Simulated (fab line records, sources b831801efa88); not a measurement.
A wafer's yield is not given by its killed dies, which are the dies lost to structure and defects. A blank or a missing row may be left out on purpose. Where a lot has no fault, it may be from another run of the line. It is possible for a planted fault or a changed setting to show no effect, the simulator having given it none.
fab line records -- flow gf180mcu
record lots=12, wafers=36, lastDay=34
route steps=602 shown MVSD@75 CONTACT@303 V2@383
lots with no fault: from the same line, run without faults
startH: hours from the record's opening day to when the first of the lot's shown wafers began -- waitH: hours from the lot's prior step to this one -- " same as the row above -- L1.1+2: a single row standing in for several wafers -- - either no value or no given start -- * or withheld: withheld -- < > ~ a bound
route shown NAME@n: names a module that has steps shown in the file, with the first one's number in the route -- usual: mean/standard deviation of fault-free wafers -- same: alike in all rows -- chamber/n: place in a boat -- sites: readings site by site -- _std_site: standard deviation across them -- _edge_site: outer sites' mean less inner sites' -- radiusMm: how far each site lies from the wafer's centre -- mask NAME#n: copy n -- behind: the tool/chamber that last shaped the wafer -- hold: why the lot was held/for how many hours/how that ended -- device: whichever transistor did not switch (one of n, p or np) -- end of line: at the end of the route, the tests of the same wafers -- a step with no rows: only its recipe -- killed: dies lost to structure and defects at the first sort, not the wafer's yield -- map: per-die view of a wafer (x killed, . not killed, _ where there is no die)
set.NAME: the setting that was run; set.NAME@STEP: the one run at that earlier step -- model.NAME: the simulator's own value behind a step, which no gauge read
the route's steps for a sample of lots (tables are steps, rows are wafers)
services: from which hour (startH, from the record's first day; less than 0 if before it) a tool's chamber was out of use, for how many hours, and why
## steps
# step GF_MVSD_IMPLANT_09
# recipe species=P, energyKev=100, doseCm2=5e+12, tiltDeg=0
# usual doseIonsCm2=4.999e+12/5.3e+09, endStationPressureTorr=5.02e-06/2.5e-07, faradayCurrentUA=28.2/0.59
# same implantIonAmu=31
lot.wafer,tool,chamber,startH,waitH,doseIonsCm2,endStationPressureTorr,faradayCurrentUA
L546.1,implanter-02,0,94.50,0.1,5.005e+12,5.21e-06,28.1
L546.3,implanter-02,0,94.50,0.1,5.004e+12,5.28e-06,28.9
L546.6,implanter-02,0,94.50,0.1,4.998e+12,4.97e-06,28.1
L547.1,implanter-02,0,99.20,0.1,5.004e+12,5.19e-06,27.1
L547.2,implanter-02,0,99.20,0.1,4.995e+12,4.92e-06,27.7
L547.4,implanter-02,0,99.20,0.1,4.992e+12,5.06e-06,28.5
L548.1,implanter-01,0,103.47,0.1,4.99e+12,5.12e-06,29.0
L548.3,implanter-01,0,103.47,0.1,4.995e+12,4.88e-06,28.7
L548.4,implanter-01,0,103.47,0.1,4.998e+12,5.16e-06,28.9
L549.2,implanter-01,0,110.84,0.1,4.995e+12,5.03e-06,29.0
L549.4,implanter-01,0,110.84,0.1,4.996e+12,4.82e-06,28.4
L549.6,implanter-01,0,110.84,0.1,4.993e+12,5.15e-06,26.6
L550.1,implanter-01,0,117.37,0.1,4.996e+12,4.57e-06,27.9
L550.2,implanter-01,0,117.37,0.1,4.992e+12,5.05e-06,29.3
L550.5,implanter-01,0,117.37,0.1,4.993e+12,4.36e-06,27.2
L552.1,implanter-01,0,132.07,0.1,1.058e+12,5.04e-06,6.1
L552.3,implanter-01,0,132.07,0.1,1.055e+12,5.4e-06,6.0
L552.5,implanter-01,0,132.07,0.1,1.056e+12,4.85e-06,5.9
L553.1,implanter-01,0,135.75,0.1,1.061e+12,5.27e-06,6.0
L553.2,implanter-01,0,135.75,0.1,1.056e+12,4.99e-06,6.1
L553.6,implanter-01,0,135.75,0.1,1.057e+12,5.1e-06,5.8
L557.1,implanter-03,0,157.70,0.1,4.99e+12,5.32e-06,29.9
L557.4,implanter-03,0,157.70,0.1,4.989e+12,4.9e-06,28.1
L557.5,implanter-03,0,157.70,0.1,5.001e+12,4.55e-06,29.1
L561.1,implanter-03,0,181.15,0.1,5e+12,4.99e-06,28.8
L561.3,implanter-03,0,181.15,0.1,5.005e+12,5.04e-06,28.1
L561.5,implanter-03,0,181.15,0.1,5.006e+12,5.24e-06,28.2
L563.4,implanter-02,0,191.12,0.1,5.005e+12,5.14e-06,28.1
L563.5,implanter-02,0,191.12,0.1,4.998e+12,5.34e-06,27.3
L563.6,implanter-02,0,191.12,0.1,4.999e+12,4.37e-06,27.5
L565.1,implanter-02,0,206.25,0.1,5.001e+12,5.16e-06,27.6
L565.2,implanter-02,0,206.25,0.1,5.001e+12,5.46e-06,29.1
L565.6,implanter-02,0,206.25,0.1,4.997e+12,4.85e-06,28.8
L567.3,implanter-03,0,215.35,0.1,4.99e+12,5.09e-06,27.2
L567.4,implanter-03,0,215.35,0.1,4.997e+12,4.72e-06,28.5
L567.5,implanter-03,0,215.35,0.1,4.998e+12,5.12e-06,28.3
# step GF_MVSD_TW_MEAS_11
# usual MVSD_TW=1607/12
lot.wafer,tool,chamber,startH,waitH,MVSD_TW
L546.1,filmMetro-03,-,94.75,0.1,1604
L546.3,filmMetro-03,-,94.75,0.1,1611
L546.6,filmMetro-03,-,94.75,0.1,1608
L547.1,filmMetro-01,-,99.45,0.1,1598
L547.2,filmMetro-01,-,99.45,0.1,1594
L547.4,filmMetro-01,-,99.45,0.1,1596
L548.1,filmMetro-01,-,103.72,0.1,1598
L548.3,filmMetro-01,-,103.72,0.1,1592
L548.4,filmMetro-01,-,103.72,0.1,1591
L549.2,filmMetro-03,-,111.08,0.1,1593
L549.4,filmMetro-03,-,111.08,0.1,1593
L549.6,filmMetro-03,-,111.08,0.1,1597
L550.1,filmMetro-04,-,117.63,0.1,1608
L550.2,filmMetro-04,-,117.63,0.1,1613
L550.5,filmMetro-04,-,117.63,0.1,1612
L552.1,filmMetro-03,-,132.32,0.1,1558
L552.3,filmMetro-03,-,132.32,0.1,1567
L552.5,filmMetro-03,-,132.32,0.1,1551
L553.1,filmMetro-04,-,136.00,0.1,1560
L553.2,filmMetro-04,-,136.00,0.1,1562
L553.6,filmMetro-04,-,136.00,0.1,1568
L557.1,filmMetro-03,-,157.95,0.1,1611
L557.4,filmMetro-03,-,157.95,0.1,1618
L557.5,filmMetro-03,-,157.95,0.1,1618
L561.1,filmMetro-04,-,181.40,0.1,1610
L561.3,filmMetro-04,-,181.40,0.1,1618
L561.5,filmMetro-04,-,181.40,0.1,1609
L563.4,filmMetro-03,-,191.33,0.1,1616
L563.5,filmMetro-03,-,191.33,0.1,1611
L563.6,filmMetro-03,-,191.33,0.1,1613
L565.1,filmMetro-03,-,206.50,0.1,1616
L565.2,filmMetro-03,-,206.50,0.1,1604
L565.6,filmMetro-03,-,206.50,0.1,1604
L567.3,filmMetro-03,-,215.57,0.1,1611
L567.4,filmMetro-03,-,215.57,0.1,1607
L567.5,filmMetro-03,-,215.57,0.1,1604
# step GF_VT_IMPLANT_RS_MEAS_46
# recipe thkMeasGauge=four-point-probe
# usual MVSD_RS=456.6/1.1
lot.wafer,tool,chamber,startH,waitH,MVSD_RS[ohm/sq]
L546.1,filmMetro-01,-,170.61,0.1,457.8
L546.3,filmMetro-01,-,170.61,0.1,456.9
L546.6,filmMetro-01,-,170.61,0.1,456.8
L547.1,filmMetro-04,-,175.08,0.1,454.6
L547.2,filmMetro-04,-,175.08,0.1,455.4
L547.4,filmMetro-04,-,175.08,0.1,454.6
L548.1,filmMetro-01,-,181.96,0.1,456.2
L548.3,filmMetro-01,-,181.96,0.1,456.6
L548.4,filmMetro-01,-,181.96,0.1,455.3
L549.2,filmMetro-01,-,190.48,0.1,456.2
L549.4,filmMetro-01,-,190.48,0.1,456.7
L549.6,filmMetro-01,-,190.48,0.1,454.6
L550.1,filmMetro-01,-,198.67,0.1,456.4
L550.2,filmMetro-01,-,198.67,0.1,456.3
L550.5,filmMetro-01,-,198.67,0.1,456.7
L552.1,filmMetro-04,-,216.11,0.1,539.5
L552.3,filmMetro-04,-,216.11,0.1,537.2
L552.5,filmMetro-04,-,216.11,0.1,539.4
L553.1,filmMetro-04,-,218.02,0.1,539.5
L553.2,filmMetro-04,-,218.02,0.1,540.6
L553.6,filmMetro-04,-,218.02,0.1,538.4
L557.1,filmMetro-01,-,245.41,0.1,455.3
L557.4,filmMetro-01,-,245.41,0.1,456.9
L557.5,filmMetro-01,-,245.41,0.1,455.8
L561.1,filmMetro-04,-,273.52,0.1,456.9
L561.3,filmMetro-04,-,273.52,0.1,456.2
L561.5,filmMetro-04,-,273.52,0.1,456.3
L563.4,filmMetro-04,-,284.97,0.1,456.3
L563.5,filmMetro-04,-,284.97,0.1,454.4
L563.6,filmMetro-04,-,284.97,0.1,455.5
L565.1,filmMetro-03,-,300.66,0.1,457.0
L565.2,filmMetro-03,-,300.66,0.1,456.7
L565.6,filmMetro-03,-,300.66,0.1,458.1
L567.3,filmMetro-04,-,311.91,0.1,457.5
L567.4,filmMetro-04,-,311.91,0.1,456.9
L567.5,filmMetro-04,-,311.91,0.1,458.6
# step GF_CONTACT_ETCH_16
# recipe chemistry=N2/H2, targetDepthA=withheld, overetchA=withheld, timeS=withheld, target=BARC, ionEnergyEv=200, sourceW=500, biasW=100, pressureMtorr=30, n2FlowSccm=100, h2FlowSccm=200
# usual drypumpMotorCurrentA=5.8/0.34, oesProductAu=0.855/0.0047, throttleValvePct=13.226/0.0097
lot.wafer,tool,chamber,startH,waitH,drypumpMotorCurrentA,oesProductAu,throttleValvePct
L546.1,rieDiel-01,1,376.36,0.0,5.7,0.860,13.224
L546.3,rieDiel-01,2,376.36,0.0,5.6,0.855,13.226
L546.6,rieDiel-01,0,376.36,0.0,5.3,0.853,13.229
L547.1,rieDiel-04,0,385.92,0.0,5.6,0.850,13.236
L547.2,rieDiel-04,2,385.92,0.0,5.8,0.860,13.231
L547.4,rieDiel-04,1,385.92,0.0,6.3,0.849,13.208
L548.1,rieDiel-02,0,391.52,0.0,5.2,0.861,13.226
L548.3,rieDiel-02,2,391.52,0.0,5.8,0.851,13.215
L548.4,rieDiel-02,3,391.52,0.0,6.0,0.860,13.228
L549.2,rieDiel-01,3,407.22,0.0,5.7,0.858,13.234
L549.4,rieDiel-01,1,407.22,0.0,5.7,0.857,13.220
L549.6,rieDiel-01,3,407.22,0.0,5.7,0.849,13.234
L550.1,rieDiel-01,3,418.27,0.0,5.7,0.847,13.232
L550.2,rieDiel-01,0,418.27,0.0,5.3,0.858,13.236
L550.5,rieDiel-01,1,418.27,0.0,5.8,0.859,13.227
L552.1,rieDiel-02,0,437.76,0.0,5.2,0.860,13.219
L552.3,rieDiel-02,2,437.76,0.0,5.8,0.865,13.227
L552.5,rieDiel-02,3,437.76,0.0,5.9,0.853,13.210
L553.1,rieDiel-04,3,443.06,0.0,6.2,0.861,13.215
L553.2,rieDiel-04,1,443.06,0.0,6.3,0.858,13.237
L553.6,rieDiel-04,1,443.06,0.0,6.3,0.862,13.224
L557.1,rieDiel-02,1,479.21,0.0,6.3,0.855,13.219
L557.4,rieDiel-02,2,479.21,0.0,5.8,0.859,13.224
L557.5,rieDiel-02,3,479.21,0.0,5.9,0.856,13.217
L561.1,rieDiel-04,3,517.11,0.0,6.2,0.855,13.232
L561.3,rieDiel-04,2,517.11,0.0,5.8,0.858,13.221
L561.5,rieDiel-04,1,517.11,0.0,6.4,0.858,13.220
L563.4,rieDiel-04,2,530.93,0.0,5.8,0.851,13.228
L563.5,rieDiel-04,1,530.93,0.0,6.3,0.855,13.241
L563.6,rieDiel-04,3,530.93,0.0,6.2,0.852,13.213
L565.1,rieDiel-04,0,546.11,0.0,5.6,0.859,13.228
L565.2,rieDiel-04,3,546.11,0.0,6.2,0.852,13.213
L565.6,rieDiel-04,0,546.11,0.0,5.6,0.863,13.228
L567.3,rieDiel-04,1,560.01,0.0,6.4,0.856,13.242
L567.4,rieDiel-04,0,560.01,0.0,5.7,0.855,13.230
L567.5,rieDiel-04,2,560.01,0.0,5.8,0.851,13.213
# step GF_V2_THK_MEAS_01
# recipe reads=SiO2_of_V2_CVD_00
# usual V2_CVD_00_THK=597/4.9
lot.wafer,tool,chamber,startH,waitH,V2_CVD_00_THK[nm]
L546.1,filmMetro-03,-,452.20,0.0,598
L546.3,filmMetro-03,-,452.20,0.0,597
L546.6,filmMetro-03,-,452.20,0.0,598
L547.1,filmMetro-01,-,462.61,0.0,598
L547.2,filmMetro-01,-,462.61,0.0,603
L547.4,filmMetro-01,-,462.61,0.0,600
L548.1,filmMetro-04,-,468.93,0.0,592
L548.3,filmMetro-04,-,468.93,0.0,601
L548.4,filmMetro-04,-,468.93,0.0,601
L549.2,filmMetro-03,-,485.59,0.0,599
L549.4,filmMetro-03,-,485.59,0.0,595
L549.6,filmMetro-03,-,485.59,0.0,597
L550.1,filmMetro-01,-,496.73,0.0,590
L550.2,filmMetro-01,-,496.73,0.0,595
L550.5,filmMetro-01,-,496.73,0.0,599
L552.1,filmMetro-01,-,515.08,0.0,598
L552.3,filmMetro-01,-,515.08,0.0,594
L552.5,filmMetro-01,-,515.08,0.0,592
L553.1,filmMetro-03,-,520.52,0.0,597
L553.2,filmMetro-03,-,520.52,0.0,593
L553.6,filmMetro-03,-,520.52,0.0,596
L557.1,filmMetro-01,-,554.10,0.0,600
L557.4,filmMetro-01,-,554.10,0.0,597
L557.5,filmMetro-01,-,554.10,0.0,603
L561.1,filmMetro-04,-,589.11,0.0,582
L561.3,filmMetro-04,-,589.11,0.0,589
L561.5,filmMetro-04,-,589.11,0.0,598
L563.4,filmMetro-01,-,601.66,0.0,602
L563.5,filmMetro-01,-,601.66,0.0,603
L563.6,filmMetro-01,-,601.66,0.0,603
L565.1,filmMetro-01,-,616.34,0.0,602
L565.2,filmMetro-01,-,616.34,0.0,603
L565.6,filmMetro-01,-,616.34,0.0,601
L567.3,filmMetro-03,-,629.65,0.1,600
L567.4,filmMetro-03,-,629.65,0.1,596
L567.5,filmMetro-03,-,629.65,0.1,601
# step GF_V2_SPUTTER_22
# recipe material=TiN, targetThkNm=10, chamberPressurePa=5, powerW=4000, timeS=40
# usual throttleValvePct=29.9/1.4
lot.wafer,tool,chamber,startH,waitH,throttleValvePct
L546.1,pvdSputter-01,-,477.59,0.0,30.8
L546.3,pvdSputter-01,-,477.59,0.0,31.6
L546.6,pvdSputter-01,-,477.59,0.0,28.7
L547.1,pvdSputter-01,-,487.85,0.0,28.7
L547.2,pvdSputter-01,-,487.85,0.0,29.3
L547.4,pvdSputter-01,-,487.85,0.0,31.3
L548.1,pvdSputter-01,-,494.74,0.0,31.0
L548.3,pvdSputter-01,-,494.74,0.0,29.1
L548.4,pvdSputter-01,-,494.74,0.0,28.6
L549.2,pvdSputter-04,-,510.74,0.0,30.2
L549.4,pvdSputter-04,-,510.74,0.0,31.9
L549.6,pvdSputter-04,-,510.74,0.0,27.0
L550.1,pvdSputter-02,-,521.77,0.0,29.1
L550.2,pvdSputter-02,-,521.77,0.0,31.4
L550.5,pvdSputter-02,-,521.77,0.0,28.9
L552.1,pvdSputter-01,-,539.64,0.0,29.1
L552.3,pvdSputter-01,-,539.64,0.0,30.9
L552.5,pvdSputter-01,-,539.64,0.0,31.1
L553.1,pvdSputter-04,-,544.39,0.0,27.1
L553.2,pvdSputter-04,-,544.39,0.0,32.2
L553.6,pvdSputter-04,-,544.39,0.0,29.6
L557.1,pvdSputter-02,-,577.39,0.0,30.4
L557.4,pvdSputter-02,-,577.39,0.0,29.0
L557.5,pvdSputter-02,-,577.39,0.0,29.9
L561.1,pvdSputter-04,-,612.09,0.0,32.1
L561.3,pvdSputter-04,-,612.09,0.0,29.7
L561.5,pvdSputter-04,-,612.09,0.0,32.0
L563.4,pvdSputter-04,-,623.73,0.0,29.9
L563.5,pvdSputter-04,-,623.73,0.0,26.9
L563.6,pvdSputter-04,-,623.73,0.0,32.0
L565.1,pvdSputter-04,-,637.14,0.0,32.2
L565.2,pvdSputter-04,-,637.14,0.0,27.1
L565.6,pvdSputter-04,-,637.14,0.0,30.2
L567.3,pvdSputter-01,-,651.92,0.0,28.8
L567.4,pvdSputter-01,-,651.92,0.0,31.7
L567.5,pvdSputter-01,-,651.92,0.0,28.6
## services
tool,chamber,startH,hours,kind
pvdSputter-04,-,92.29,5.2,repair
rieDiel-04,0,145.64,19.9,repair
rieDiel-04,3,152.34,30.7,repair
rieDiel-04,1,157.03,4.5,repair
rieDiel-04,2,161.54,8.1,repair
pvdSputter-04,-,173.12,3.5,repair
implanter-01,-,177.20,4.2,repair
rieDiel-04,0,209.43,2.7,repair
rieDiel-04,0,226.60,6.5,repair
implanter-01,-,229.55,5.2,repair
pvdSputter-04,-,254.49,1.2,repair
implanter-01,-,263.31,2.3,repair
pvdSputter-01,-,293.06,2.3,repair
rieDiel-04,3,305.02,14.8,repair
pvdSputter-01,-,319.56,2.4,repair
pvdSputter-04,-,329.98,1.4,repair
pvdSputter-04,-,361.62,33.5,repair
rieDiel-04,-,395.48,15.6,pm
implanter-01,-,416.91,3.5,pm
rieDiel-04,1,418.62,9.3,repair
implanter-01,-,420.92,0.6,repair
rieDiel-04,0,495.32,41.5,repair
rieDiel-04,1,498.53,4.6,repair
rieDiel-04,-,604.02,14.6,pm
## key
firstSign step=GF_MVSD_IMPLANT_09, reading=doseIonsCm2, direction=down, sigmas=99+, usual=4.999e+12, struck=1.057e+12
effect step=GF_MVSD_IMPLANT_09, reading=faradayCurrentUA, direction=down, sigmas=38, usual=28.2, struck=6.0
effect step=GF_MVSD_TW_MEAS_11, reading=MVSD_TW, direction=down, sigmas=3.8, usual=1607, struck=1561
effect step=GF_VT_IMPLANT_RS_MEAS_46, reading=MVSD_RS, direction=up, sigmas=73, usual=456.6, struck=539.1
metAt GF_MVSD_IMPLANT_09
struckLots L552,L553
testerLeftOut L552,L553
notActingAt GF_CONTACT_ETCH_16,GF_V2_THK_MEAS_01,GF_V2_SPUTTER_22
onsetBetween 117.37 132.07
fault kind=processParameterDrift, tool=implanter-01, chamber=-, onsetH=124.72, steps=GF_MVSD_IMPLANT_09, channel=doseCm2, offset=-3.9395e+12, shape=step, endH=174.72, actsIn=theseRecipesOnly, stated=5e+12
# testerLeftOut: of these lots the tester's yield and bins aren't shown, on N5 and GAA mostly nor the transistor test; their killed dies are dies lost to structure and defects alone, not to doping, threshold or leakage, so they don't give the yield
